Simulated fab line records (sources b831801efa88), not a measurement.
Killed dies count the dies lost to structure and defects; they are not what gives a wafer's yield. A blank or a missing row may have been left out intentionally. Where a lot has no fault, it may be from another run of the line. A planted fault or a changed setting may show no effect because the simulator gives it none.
What tool caused it? :: flow gf180mcu :: 24 lots with 72 wafers sampled at 5 steps, on a route of 602 steps

WHAT THE GAUGES SHOWED, per wafer
GF_V3_CD_MEAS_14: target cd 260 nm. Usual: 260.1 nm for cd_nm, sd 1.5.
lot: L074
measured: day 22 09:40
on: cd_sem-02
cd_nm (nm): 259.8 259.0 258.1
flag: 

lot: L075
measured: day 22 18:40
on: cd_sem-02
cd_nm (nm): 259.3 259.1 259.7
flag: 

lot: L076
measured: day 22 23:21
on: cd_sem-02
cd_nm (nm): 261.1 260.1 261.3
flag: 

lot: L077
measured: day 23 11:43
on: cd_sem-01
cd_nm (nm): 261.8 262.5 262.4
flag: 

lot: L078
measured: day 23 16:43
on: cd_sem-01
cd_nm (nm): 261.1 260.3 261.1
flag: 

lot: L079
measured: day 24 03:37
on: cd_sem-01
cd_nm (nm): 258.2 258.2 258.5
flag: 

lot: L080
measured: day 24 17:25
on: cd_sem-02
cd_nm (nm): 260.6 261.3 260.5
flag: 

lot: L081
measured: day 24 21:21
on: cd_sem-02
cd_nm (nm): 257.9 258.0 258.1
flag: 

lot: L082
measured: day 25 06:06
on: cd_sem-02
cd_nm (nm): 259.2 259.7 259.2
flag: 

lot: L083
measured: day 25 12:26
on: cd_sem-01
cd_nm (nm): 260.5 260.6 260.2
flag: 

lot: L084
measured: day 26 00:05
on: cd_sem-01
cd_nm (nm): 261.9 263.3 262.1
flag: 

lot: L085
measured: day 26 05:46
on: cd_sem-01
cd_nm (nm): 259.8 259.3 259.4
flag: 

lot: L086
measured: day 26 17:34
on: cd_sem-02
cd_nm (nm): 260.8 260.6 261.5
flag: 

lot: L087
measured: day 27 05:17
on: cd_sem-01
cd_nm (nm): 260.2 259.6 260.0
flag: 

lot: L088
measured: day 27 15:08
on: cd_sem-01
cd_nm (nm): 258.2 258.3 258.2
flag: 

lot: L089
measured: day 27 19:04
on: cd_sem-01
cd_nm (nm): 261.6 260.5 261.6
flag: 

lot: L090
measured: day 27 23:46
on: cd_sem-02
cd_nm (nm): 259.6 258.9 258.5
flag: 

lot: L091
measured: day 28 02:58
on: cd_sem-02
cd_nm (nm): 262.4 261.4 261.8
flag: 

lot: L092
measured: day 28 14:07
on: cd_sem-02
cd_nm (nm): 261.6 261.7 261.2
flag: 

lot: L093
measured: day 28 17:24
on: cd_sem-01
cd_nm (nm): 262.3 262.0 262.3
flag: 

lot: L094
measured: day 29 01:58
on: cd_sem-01
cd_nm (nm): 257.6 258.4 258.1
flag: 

lot: L095
measured: day 29 05:40
on: cd_sem-01
cd_nm (nm): 262.3 260.7 262.2
flag: 

lot: L096
measured: day 29 06:29
on: cd_sem-01
cd_nm (nm): 260.8 260.7 260.8
flag: 

lot: L097
measured: day 29 16:32
on: cd_sem-02
cd_nm (nm): 258.7 257.2 259.0
flag: 

GF_MIM_RS_MEAS_10: the measuring method here is four-point-probe. Usual: MIM_ALCU_RS gives 0.1602 ohm/sq (standard deviation 0.0016).
lot: L074
measured: day 24 12:23
on: film_metro-04
MIM_ALCU_RS (ohm/sq): 0.1604 0.1592 0.1598
flag: 

lot: L075
measured: day 24 20:34
on: film_metro-01
MIM_ALCU_RS (ohm/sq): 0.1572 0.1568 0.1575
flag: 

lot: L076
measured: day 25 00:59
on: film_metro-02
MIM_ALCU_RS (ohm/sq): 0.1615 0.1611 0.1598
flag: 

lot: L077
measured: day 25 12:23
on: film_metro-01
MIM_ALCU_RS (ohm/sq): 0.1578 0.1568 0.1572
flag: 

lot: L078
measured: day 25 17:56
on: film_metro-02
MIM_ALCU_RS (ohm/sq): 0.1586 0.1589 0.1573
flag: 

lot: L079
measured: day 26 04:13
on: film_metro-04
MIM_ALCU_RS (ohm/sq): 0.1641 0.1634 0.1630
flag: 

lot: L080
measured: day 26 17:24
on: film_metro-02
MIM_ALCU_RS (ohm/sq): 0.1605 0.1612 0.1593
flag: 

lot: L081
measured: day 26 20:55
on: film_metro-01
MIM_ALCU_RS (ohm/sq): 0.1611 0.1615 0.1626
flag: 

lot: L082
measured: day 27 05:00
on: film_metro-01
MIM_ALCU_RS (ohm/sq): 0.1595 0.1599 0.1585
flag: 

lot: L083
measured: day 27 11:34
on: film_metro-01
MIM_ALCU_RS (ohm/sq): 0.1617 0.1608 0.1595
flag: 

lot: L084
measured: day 27 22:12
on: film_metro-04
MIM_ALCU_RS (ohm/sq): 0.1602 0.1614 0.1605
flag: 

lot: L085
measured: day 28 03:48
on: film_metro-01
MIM_ALCU_RS (ohm/sq): 0.1611 0.1592 0.1596
flag: 

lot: L086
measured: day 28 14:56
on: film_metro-04
MIM_ALCU_RS (ohm/sq): 0.1583 0.1588 0.1596
flag: 

lot: L087
measured: day 29 02:11
on: film_metro-04
MIM_ALCU_RS (ohm/sq): 0.1590 0.1598 0.1596
flag: 

lot: L088
measured: day 29 12:02
on: film_metro-04
MIM_ALCU_RS (ohm/sq): 0.1615 0.1616 0.1611
flag: 

lot: L089
measured: day 29 14:37
on: film_metro-02
MIM_ALCU_RS (ohm/sq): 0.1598 0.1597 0.1609
flag: 

lot: L090
measured: day 29 19:22
on: film_metro-02
MIM_ALCU_RS (ohm/sq): 0.1621 0.1630 0.1637
flag: 

lot: L091
measured: day 29 22:44
on: film_metro-01
MIM_ALCU_RS (ohm/sq): 0.1608 0.1603 0.1619
flag: 

lot: L092
measured: day 30 09:05
on: film_metro-01
MIM_ALCU_RS (ohm/sq): 0.1610 0.1625 0.1615
flag: 

lot: L093
measured: day 30 12:04
on: film_metro-04
MIM_ALCU_RS (ohm/sq): 0.1620 0.1625 0.1617
flag: 

lot: L094
measured: day 30 19:12
on: film_metro-01
MIM_ALCU_RS (ohm/sq): 0.1606 0.1600 0.1611
flag: 

lot: L095
measured: day 30 23:34
on: film_metro-04
MIM_ALCU_RS (ohm/sq): 0.1577 0.1601 0.1592
flag: 

lot: L096
measured: day 31 00:25
on: film_metro-01
MIM_ALCU_RS (ohm/sq): 0.1601 0.1601 0.1609
flag: 

lot: L097
measured: day 31 10:09
on: film_metro-04
MIM_ALCU_RS (ohm/sq): 0.1575 0.1584 0.1576
flag: 

EACH LOT AND THE TOOL THAT RAN IT (in order: tool; ch and the chambers of the sampled wafers; start)
lot: L074
GF_MIM_SPUTTER_00: pvd_sputter-02, day 24 11:58
GF_MIM_SPUTTER_02: pvd_sputter-02, day 24 12:05
GF_MIM_SPUTTER_03: pvd_sputter-02, day 24 12:07

lot: L075
GF_MIM_SPUTTER_00: pvd_sputter-02, day 24 20:08
GF_MIM_SPUTTER_02: pvd_sputter-02, day 24 20:16
GF_MIM_SPUTTER_03: pvd_sputter-02, day 24 20:17

lot: L076
GF_MIM_SPUTTER_00: pvd_sputter-03, day 25 00:35
GF_MIM_SPUTTER_02: pvd_sputter-03, day 25 00:43
GF_MIM_SPUTTER_03: pvd_sputter-03, day 25 00:44

lot: L077
GF_MIM_SPUTTER_00: pvd_sputter-04, day 25 11:58
GF_MIM_SPUTTER_02: pvd_sputter-04, day 25 12:06
GF_MIM_SPUTTER_03: pvd_sputter-04, day 25 12:08

lot: L078
GF_MIM_SPUTTER_00: pvd_sputter-03, day 25 17:30
GF_MIM_SPUTTER_02: pvd_sputter-03, day 25 17:38
GF_MIM_SPUTTER_03: pvd_sputter-03, day 25 17:40

lot: L079
GF_MIM_SPUTTER_00: pvd_sputter-02, day 26 03:48
GF_MIM_SPUTTER_02: pvd_sputter-02, day 26 03:56
GF_MIM_SPUTTER_03: pvd_sputter-02, day 26 03:58

lot: L080
GF_MIM_SPUTTER_00: pvd_sputter-04, day 26 16:58
GF_MIM_SPUTTER_02: pvd_sputter-04, day 26 17:06
GF_MIM_SPUTTER_03: pvd_sputter-04, day 26 17:08

lot: L081
GF_MIM_SPUTTER_00: pvd_sputter-02, day 26 20:30
GF_MIM_SPUTTER_02: pvd_sputter-02, day 26 20:38
GF_MIM_SPUTTER_03: pvd_sputter-02, day 26 20:40

lot: L082
GF_MIM_SPUTTER_00: pvd_sputter-04, day 27 04:35
GF_MIM_SPUTTER_02: pvd_sputter-04, day 27 04:43
GF_MIM_SPUTTER_03: pvd_sputter-04, day 27 04:44

lot: L083
GF_MIM_SPUTTER_00: pvd_sputter-04, day 27 11:08
GF_MIM_SPUTTER_02: pvd_sputter-04, day 27 11:16
GF_MIM_SPUTTER_03: pvd_sputter-04, day 27 11:18

lot: L084
GF_MIM_SPUTTER_00: pvd_sputter-02, day 27 21:45
GF_MIM_SPUTTER_02: pvd_sputter-02, day 27 21:53
GF_MIM_SPUTTER_03: pvd_sputter-02, day 27 21:55

lot: L085
GF_MIM_SPUTTER_00: pvd_sputter-03, day 28 03:22
GF_MIM_SPUTTER_02: pvd_sputter-03, day 28 03:30
GF_MIM_SPUTTER_03: pvd_sputter-03, day 28 03:32

lot: L086
GF_MIM_SPUTTER_00: pvd_sputter-04, day 28 14:31
GF_MIM_SPUTTER_02: pvd_sputter-04, day 28 14:38
GF_MIM_SPUTTER_03: pvd_sputter-04, day 28 14:40

lot: L087
GF_MIM_SPUTTER_00: pvd_sputter-02, day 29 01:45
GF_MIM_SPUTTER_02: pvd_sputter-02, day 29 01:53
GF_MIM_SPUTTER_03: pvd_sputter-02, day 29 01:55

lot: L088
GF_MIM_SPUTTER_00: pvd_sputter-03, day 29 11:36
GF_MIM_SPUTTER_02: pvd_sputter-03, day 29 11:44
GF_MIM_SPUTTER_03: pvd_sputter-03, day 29 11:46

lot: L089
GF_MIM_SPUTTER_00: pvd_sputter-04, day 29 14:11
GF_MIM_SPUTTER_02: pvd_sputter-04, day 29 14:19
GF_MIM_SPUTTER_03: pvd_sputter-04, day 29 14:21

lot: L090
GF_MIM_SPUTTER_00: pvd_sputter-04, day 29 18:56
GF_MIM_SPUTTER_02: pvd_sputter-04, day 29 19:04
GF_MIM_SPUTTER_03: pvd_sputter-04, day 29 19:06

lot: L091
GF_MIM_SPUTTER_00: pvd_sputter-02, day 29 22:18
GF_MIM_SPUTTER_02: pvd_sputter-02, day 29 22:26
GF_MIM_SPUTTER_03: pvd_sputter-02, day 29 22:28

lot: L092
GF_MIM_SPUTTER_00: pvd_sputter-04, day 30 08:40
GF_MIM_SPUTTER_02: pvd_sputter-04, day 30 08:47
GF_MIM_SPUTTER_03: pvd_sputter-04, day 30 08:49

lot: L093
GF_MIM_SPUTTER_00: pvd_sputter-03, day 30 11:37
GF_MIM_SPUTTER_02: pvd_sputter-03, day 30 11:45
GF_MIM_SPUTTER_03: pvd_sputter-03, day 30 11:47

lot: L094
GF_MIM_SPUTTER_00: pvd_sputter-04, day 30 18:46
GF_MIM_SPUTTER_02: pvd_sputter-04, day 30 18:54
GF_MIM_SPUTTER_03: pvd_sputter-04, day 30 18:56

lot: L095
GF_MIM_SPUTTER_00: pvd_sputter-02, day 30 23:08
GF_MIM_SPUTTER_02: pvd_sputter-02, day 30 23:16
GF_MIM_SPUTTER_03: pvd_sputter-02, day 30 23:18

lot: L096
GF_MIM_SPUTTER_00: pvd_sputter-02, day 31 00:00
GF_MIM_SPUTTER_02: pvd_sputter-02, day 31 00:08
GF_MIM_SPUTTER_03: pvd_sputter-02, day 31 00:10

lot: L097
GF_MIM_SPUTTER_00: pvd_sputter-04, day 31 09:44
GF_MIM_SPUTTER_02: pvd_sputter-04, day 31 09:52
GF_MIM_SPUTTER_03: pvd_sputter-04, day 31 09:54
- GF_MIM_SPUTTER_00: material Ti, target thk 37.5 nm, time 150 s.
- GF_MIM_SPUTTER_02: material AlCu, target thk 450 nm, time 23.9 s.
- GF_MIM_SPUTTER_03: material Ti, target thk 10 nm, time 6.7 s.

WHAT THE TOOLS THEMSELVES READ (means of the sampled wafers that have a number; where no wafer has one, the mark that the record gives instead)
GF_MIM_SPUTTER_00. Usual: 30.3 % for throttle_valve_pct, sd 0.84.
lot: L074
tool: pvd_sputter-02
throttle_valve_pct (%): 30.8
flag: 

lot: L075
tool: pvd_sputter-02
throttle_valve_pct (%): 30.3
flag: 

lot: L076
tool: pvd_sputter-03
throttle_valve_pct (%): 30.4
flag: 

lot: L077
tool: pvd_sputter-04
throttle_valve_pct (%): 30.1
flag: 

lot: L078
tool: pvd_sputter-03
throttle_valve_pct (%): 30.5
flag: 

lot: L079
tool: pvd_sputter-02
throttle_valve_pct (%): 31.5
flag: 

lot: L080
tool: pvd_sputter-04
throttle_valve_pct (%): 29.4
flag: 

lot: L081
tool: pvd_sputter-02
throttle_valve_pct (%): 30.1
flag: 

lot: L082
tool: pvd_sputter-04
throttle_valve_pct (%): 30.1
flag: 

lot: L083
tool: pvd_sputter-04
throttle_valve_pct (%): 29.6
flag: 

lot: L084
tool: pvd_sputter-02
throttle_valve_pct (%): 31.0
flag: 

lot: L085
tool: pvd_sputter-03
throttle_valve_pct (%): 30.5
flag: 

lot: L086
tool: pvd_sputter-04
throttle_valve_pct (%): 29.4
flag: 

lot: L087
tool: pvd_sputter-02
throttle_valve_pct (%): 31.1
flag: 

lot: L088
tool: pvd_sputter-03
throttle_valve_pct (%): 30.7
flag: 

lot: L089
tool: pvd_sputter-04
throttle_valve_pct (%): 29.0
flag: 

lot: L090
tool: pvd_sputter-04
throttle_valve_pct (%): 29.8
flag: 

lot: L091
tool: pvd_sputter-02
throttle_valve_pct (%): 30.1
flag: 

lot: L092
tool: pvd_sputter-04
throttle_valve_pct (%): 29.7
flag: 

lot: L093
tool: pvd_sputter-03
throttle_valve_pct (%): 30.8
flag: 

lot: L094
tool: pvd_sputter-04
throttle_valve_pct (%): 29.8
flag: 

lot: L095
tool: pvd_sputter-02
throttle_valve_pct (%): 30.8
flag: 

lot: L096
tool: pvd_sputter-02
throttle_valve_pct (%): 30.9
flag: 

lot: L097
tool: pvd_sputter-04
throttle_valve_pct (%): 29.6
flag: 

GF_MIM_SPUTTER_02. Usual: 30.3 % for throttle_valve_pct, sd 0.87.
lot: L074
tool: pvd_sputter-02
throttle_valve_pct (%): 30.7
flag: 

lot: L075
tool: pvd_sputter-02
throttle_valve_pct (%): 30.1
flag: 

lot: L076
tool: pvd_sputter-03
throttle_valve_pct (%): 30.6
flag: 

lot: L077
tool: pvd_sputter-04
throttle_valve_pct (%): 30.3
flag: 

lot: L078
tool: pvd_sputter-03
throttle_valve_pct (%): 30.7
flag: 

lot: L079
tool: pvd_sputter-02
throttle_valve_pct (%): 31.5
flag: 

lot: L080
tool: pvd_sputter-04
throttle_valve_pct (%): 29.4
flag: 

lot: L081
tool: pvd_sputter-02
throttle_valve_pct (%): 30.1
flag: 

lot: L082
tool: pvd_sputter-04
throttle_valve_pct (%): 30.0
flag: 

lot: L083
tool: pvd_sputter-04
throttle_valve_pct (%): 29.5
flag: 

lot: L084
tool: pvd_sputter-02
throttle_valve_pct (%): 31.0
flag: 

lot: L085
tool: pvd_sputter-03
throttle_valve_pct (%): 30.5
flag: 

lot: L086
tool: pvd_sputter-04
throttle_valve_pct (%): 29.7
flag: 

lot: L087
tool: pvd_sputter-02
throttle_valve_pct (%): 31.0
flag: 

lot: L088
tool: pvd_sputter-03
throttle_valve_pct (%): 30.8
flag: 

lot: L089
tool: pvd_sputter-04
throttle_valve_pct (%): 29.2
flag: 

lot: L090
tool: pvd_sputter-04
throttle_valve_pct (%): 29.9
flag: 

lot: L091
tool: pvd_sputter-02
throttle_valve_pct (%): 30.3
flag: 

lot: L092
tool: pvd_sputter-04
throttle_valve_pct (%): 29.6
flag: 

lot: L093
tool: pvd_sputter-03
throttle_valve_pct (%): 30.8
flag: 

lot: L094
tool: pvd_sputter-04
throttle_valve_pct (%): 29.9
flag: 

lot: L095
tool: pvd_sputter-02
throttle_valve_pct (%): 30.8
flag: 

lot: L096
tool: pvd_sputter-02
throttle_valve_pct (%): 31.1
flag: 

lot: L097
tool: pvd_sputter-04
throttle_valve_pct (%): 29.5
flag: 

GF_MIM_SPUTTER_03. Usual: 30.3 % for throttle_valve_pct, sd 0.87.
lot: L074
tool: pvd_sputter-02
throttle_valve_pct (%): 30.8
flag: 

lot: L075
tool: pvd_sputter-02
throttle_valve_pct (%): 30.2
flag: 

lot: L076
tool: pvd_sputter-03
throttle_valve_pct (%): 30.5
flag: 

lot: L077
tool: pvd_sputter-04
throttle_valve_pct (%): 30.3
flag: 

lot: L078
tool: pvd_sputter-03
throttle_valve_pct (%): 30.4
flag: 

lot: L079
tool: pvd_sputter-02
throttle_valve_pct (%): 31.6
flag: 

lot: L080
tool: pvd_sputter-04
throttle_valve_pct (%): 29.2
flag: 

lot: L081
tool: pvd_sputter-02
throttle_valve_pct (%): 30.2
flag: 

lot: L082
tool: pvd_sputter-04
throttle_valve_pct (%): 30.0
flag: 

lot: L083
tool: pvd_sputter-04
throttle_valve_pct (%): 29.6
flag: 

lot: L084
tool: pvd_sputter-02
throttle_valve_pct (%): 31.0
flag: 

lot: L085
tool: pvd_sputter-03
throttle_valve_pct (%): 30.6
flag: 

lot: L086
tool: pvd_sputter-04
throttle_valve_pct (%): 29.5
flag: 

lot: L087
tool: pvd_sputter-02
throttle_valve_pct (%): 31.0
flag: 

lot: L088
tool: pvd_sputter-03
throttle_valve_pct (%): 30.8
flag: 

lot: L089
tool: pvd_sputter-04
throttle_valve_pct (%): 29.1
flag: 

lot: L090
tool: pvd_sputter-04
throttle_valve_pct (%): 29.7
flag: 

lot: L091
tool: pvd_sputter-02
throttle_valve_pct (%): 30.1
flag: 

lot: L092
tool: pvd_sputter-04
throttle_valve_pct (%): 29.5
flag: 

lot: L093
tool: pvd_sputter-03
throttle_valve_pct (%): 30.6
flag: 

lot: L094
tool: pvd_sputter-04
throttle_valve_pct (%): 29.8
flag: 

lot: L095
tool: pvd_sputter-02
throttle_valve_pct (%): 30.7
flag: 

lot: L096
tool: pvd_sputter-02
throttle_valve_pct (%): 31.1
flag: 

lot: L097
tool: pvd_sputter-04
throttle_valve_pct (%): 29.5
flag: 

THE ANSWER, worked out from the rows above alone
Rule: take the mean of a lot's wafers that have a number; if it is more than 3 standard deviations from the usual mean, the lot is off. A lot without any number at a reading at which 4 lots or more have one is off too. Where the step has rows for the other lots, those lots are counted as sound. The gauges are gone through in route order, then the tools' own readings, and for those a lot's mean is taken as printed above. At the first step where some lot is off, the reading lying furthest off is the one used; lots without a number count as furthest.
No lot is off at any reading shown: from this, nothing can be told.

WHAT THE SIMULATOR PUT IN
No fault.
